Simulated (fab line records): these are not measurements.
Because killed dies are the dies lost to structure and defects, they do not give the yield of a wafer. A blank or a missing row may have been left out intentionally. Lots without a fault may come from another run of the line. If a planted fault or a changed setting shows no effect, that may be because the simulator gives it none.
A struck lot beside a sound one    flow sky130    15 steps out of a route of 708
Sound: the wafers L482.2, L482.3, L482.4. Struck: wafer L495.4 (L495.1, L495.6, from the same lot, were not struck and are left out); the cause is given at the end.
Per side, at each step with rows, come the tool, then ch with its chambers, and then its first start. Under that, the readings that differ: sound wafers    struck wafers    difference of the means    sigmas: that difference in standard deviations of wafers without a fault.
alike: a reading whose means differ by less than 2 such deviations, as well as words and numbers matching on both sides. not compared: withheld readings; readings where some wafer has no value; bounds like >300 that might hide an equal value; numbers whose values overlap and for which the record gives no deviation.
A row with sigmas, a row that says differs or no value, or rows on one side alone: a step with any of these is where the two part. Numbers that don't overlap but have no deviation are shown without sigmas and don't part them. A reading that every wafer of one side lacks parts them only if that side has two wafers or more.

SKY_LI_CONTACT_CD_MEAS_12: the cd target is 170 nm.
  sound on cd sem-01 at day 30 09:26; struck on cd sem-02 at day 34 00:31
  alike: cd nm
SKY_LI_CONTACT_OVL_MEAS_13:
  sound on overlay-02 at day 30 09:32; struck on overlay-01 at day 34 00:38
  alike: LI_CONTACT_OVL
SKY_LI_CONTACT_ETCH_14: etches BARC in N2/H2, stops on SiO2, time 45.9 s, target depth 60 nm.
  sound on rie diel-02 ch 1,2,3, day 30 09:34; struck on rie diel-01 ch 3, day 34 00:40
  alike: drypump motor current A, oes product au, throttle valve pct
  not compared: rf hours counter h
SKY_LI_CONTACT_ETCH_15: etches PSG in C4F8/O2/Ar, stops on Si, target depth 600 nm.
  sound on rie diel-02 ch 1,2,3, day 30 09:36; struck on rie diel-01 ch 3, day 34 00:43
  alike: oes product au
SKY_LI_CONTACT_STRIP_16: strips in O2/N2.
  sound on plasma asher-02 ch 0,1, day 30 09:41; struck on plasma asher-02 ch 0, day 34 00:48
reading                sound              struck  difference  sigmas
oes product au (a.u.)  0.382 0.380 0.380  0.371   -0.010      -2
  alike: drypump motor current A, strip time to endpoint s
  not compared: rf hours counter h
then, 2 steps without rows for these wafers: SKY_LI_CONTACT_CLEAN_17 (cleans in NMP, time 600 s); SKY_LI_CONTACT_PRE_CLEAN_18 (time 5.6 s).
SKY_LI_CONTACT_SPUTTER_19: material Ti, target thk 20 nm, time 106.37 s.
  sound on pvd sputter-04 at day 30 10:00; struck on pvd sputter-04 at day 34 01:07
  alike: throttle valve pct
then, 2 steps without rows for these wafers: SKY_LI_CONTACT_SPUTTER_20 (material TiN, target thk 20 nm, time 80 s); SKY_LI_CONTACT_CVD_21 (deposits W, target thk 400 nm, time 120.56 s).
SKY_LI_CONTACT_RS_MEAS_22: uses a four-point probe to measure.
  sound on film metro-01 at day 30 10:25; struck on film metro-02 at day 34 01:22
  alike: LI_CONTACT_W_RS
SKY_LI_CONTACT_THK_MEAS_23: measures by xrf.
  sound on film metro-01 at day 30 10:32; struck on film metro-02 at day 34 01:29
  alike: LI_CONTACT_W_THK
SKY_LI_CONTACT_CMP_24: polishes, stops on PSG, t overpolish 20 s, target thk 0 nm.
  sound on cmp-01 ch 0,1,3, day 30 10:35; struck on cmp-01 ch 0, day 34 01:33
reading               sound                 struck  difference  sigmas
overpolish run s (s)  19.998 20.000 19.997  16.900  -3.098      -99 or more
t overpolish s (s)    20 20 20              16.892  -3.108      
  alike: motor current A, time to endpoint s
SKY_LOCAL_INTERCONNECT_SPUTTER_00: material TiN, target thk 100 nm, time 83.3 s.
  sound on pvd sputter-03 at day 30 10:53; struck on pvd sputter-02 at day 34 01:51
  alike: throttle valve pct
SKY_PAD_OPEN_PROBE_99:
  rows exist in the record for the sound wafers here (prober-02, day 46 14:10), none for the struck ones

## WHERE THEY PART
First at SKY_LI_CONTACT_STRIP_16; last, within this record, at SKY_PAD_OPEN_PROBE_99.

WHY: whatever the simulator had introduced
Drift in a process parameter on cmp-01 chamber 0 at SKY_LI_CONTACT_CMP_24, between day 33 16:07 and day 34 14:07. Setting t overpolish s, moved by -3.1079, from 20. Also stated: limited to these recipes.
